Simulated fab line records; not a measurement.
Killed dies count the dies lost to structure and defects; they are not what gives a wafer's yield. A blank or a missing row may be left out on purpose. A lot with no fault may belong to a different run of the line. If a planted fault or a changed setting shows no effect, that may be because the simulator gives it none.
A lot that was struck, set against a sound lot + flow sky130 + 16 steps out of a route of 708
Sound: these wafers, L931.4, L931.5, L931.6. Struck: wafer L947.5 (left out: L947.2, L947.6 of the same lot, which were not struck); the cause appears at the end.
Order at every step that has rows: each side's tool, ch and its chambers, its first start. Under that, the readings that differ: sound wafers + struck wafers + difference of the means + sigmas: that difference in standard deviations of wafers without a fault.
alike: words and numbers the same on both sides, and readings whose means are apart by under 2 such deviations; not compared: readings that were withheld, readings missing a value for some wafer, numbers with overlapping values and no deviation given by the record, and bounds like >300 which may hide the same value.
The two part at a step that has a row with sigmas, a row that says differs or no value, or rows on one side only. Numbers that have no deviation but don't overlap get no sigmas and don't part them. Lack of a reading on every wafer of one side parts them only where that side has two or more wafers.

first, 2 steps without rows for these wafers: SKY_METAL4_PEB_11; SKY_METAL4_DEVELOP_12 (develop time 60 s).
SKY_METAL4_CD_MEAS_13: the cd target is 300 nm.
  sound on cdSem-02, day 43 03:59; struck on cdSem-01, day 47 01:41
  alike: cdNm
SKY_METAL4_OVL_MEAS_14:
  sound on overlay-01, day 43 04:04; struck on overlay-01, day 47 01:47
  alike: METAL4_OVL
then, 1 step without rows for these wafers: SKY_METAL4_DESCUM_15 (chemistry O2, time 8 s).
SKY_METAL4_ETCH_16: etches BARC in N2/H2, stops on SiO2, time 88.2 s, target depth 60 nm.
  sound on rieMetal-04 ch 0,1, day 43 04:08; struck on rieMetal-04 ch 0, day 47 01:52
| reading                  | sound                | struck | difference | sigmas |
|--------------------------|----------------------|--------|------------|--------|
| drypumpMotorCurrentA (A) | 6.5 5.0 6.5          | 4.9    | -1.1       | -2     |
| throttleValvePct (%)     | 13.204 13.206 13.210 | 13.225 | +0.018     | +2     |
  alike: oesProductAu
  not compared: rfHoursCounterH
SKY_METAL4_ETCH_17: etches SiO2 in C4F8/O2/Ar, stops on TiN, time 3.9 s, target depth 15 nm.
  sound on rieDiel-02 ch 0,1,3, day 43 04:12; struck on rieDiel-03 ch 1, day 47 01:57
  alike: oesProductAu
  not compared: rfHoursCounterH
SKY_METAL4_METAL_ETCH_18: etches the open film in Cl2/BCl3, stops on SiO2, target depth 845 nm, time 183.1 s.
  sound on rieMetal-03 ch 0,1, day 43 04:17; struck on rieMetal-03 ch 0, day 47 01:58
  alike: drypumpMotorCurrentA, mfcCl2Sccm, oesProductAu, throttleValvePct
  not compared: rfHoursCounterH
SKY_METAL4_STRIP_19: strips in O2/N2.
  sound on plasmaAsher-02 ch 0,1, day 43 04:26; struck on plasmaAsher-01 ch 0, day 47 02:09
| reading                  | sound       | struck | difference | sigmas |
|--------------------------|-------------|--------|------------|--------|
| drypumpMotorCurrentA (A) | 5.8 5.8 5.8 | 4.9    | -0.9       | -3     |
  alike: oesProductAu, stripTimeToEndpointS
  not compared: rfHoursCounterH
then, 3 steps without rows for these wafers: SKY_METAL4_STRIP_20 (strips in post etch residue remover, time 1200 s); SKY_METAL4_CLEAN_21 (cleans in IPA, time 180 s); SKY_METAL4_CLEAN_22 (cleans in O3/DIW).
SKY_VIA4_HDPCVD_00: deposits SiO2, target thk 1750 nm, time 291.7 s.
  sound on hdpcvd-02 ch 0,1,2, day 43 05:05; struck on hdpcvd-02 ch 0, day 47 02:47
| reading                                 | sound             | struck | difference | sigmas |
|-----------------------------------------|-------------------|--------|------------|--------|
| runLengthS (s)                          | 319.0 319.0 319.3 | 340.2  | +21.1      | +41    |
| model.SiO2_of_VIA4_HDPCVD_00.thkNm (nm) | 1738 1788 1773    | 1894   | +128       |        |
SKY_VIA4_THK_MEAS_01:
  sound on filmMetro-01, day 43 05:12; struck on filmMetro-02, day 47 03:19
| reading              | sound          | struck | difference | sigmas |
|----------------------|----------------|--------|------------|--------|
| VIA4_HDPCVD_THK (nm) | 1739 1786 1772 | 1895   | +129       | +5     |
  not compared: hold
SKY_VIA4_CMP_02: polishes SiO2.
  sound on cmp-01 ch 1,2, day 43 05:17; struck on cmp-02 ch 2, day 47 06:11
| reading | sound | struck                  | difference                   | sigmas |
|---------|-------|-------------------------|------------------------------|--------|
| hold    | - - - | awaitDispo/2.5h/release | no value on the sound wafers |        |
  alike: edgeZonePressureFrac, motorCurrentA, retainingRingPressureFrac
-- the record jumps here: 3 days lie between the struck wafers' starts before and after (it left off in module VIA4 and takes up again in module PAD_OPEN, whose first step shown is number 708 of the route) --
SKY_PAD_OPEN_PROBE_99:
  sound on prober-02, day 47 00:49; struck on prober-02, day 50 10:43
  alike: defectLimitedYield, killed_at_M0_to_M3, killed_at_M4_up, killedAtContacts, killedAtFrontEnd, killedAtOther, killedDies, killedOpen, killedShort, sort_bin_3_pad_short, sort_bin_5_function, sort_bin_6_memory, sortNPass, sortYieldPct

WHERE THEY PART
First at SKY_METAL4_ETCH_16; last, within this record, at SKY_VIA4_CMP_02. Later steps at which nothing parts them and some readings are alike: SKY_PAD_OPEN_PROBE_99.

WHY: what the simulator had put in
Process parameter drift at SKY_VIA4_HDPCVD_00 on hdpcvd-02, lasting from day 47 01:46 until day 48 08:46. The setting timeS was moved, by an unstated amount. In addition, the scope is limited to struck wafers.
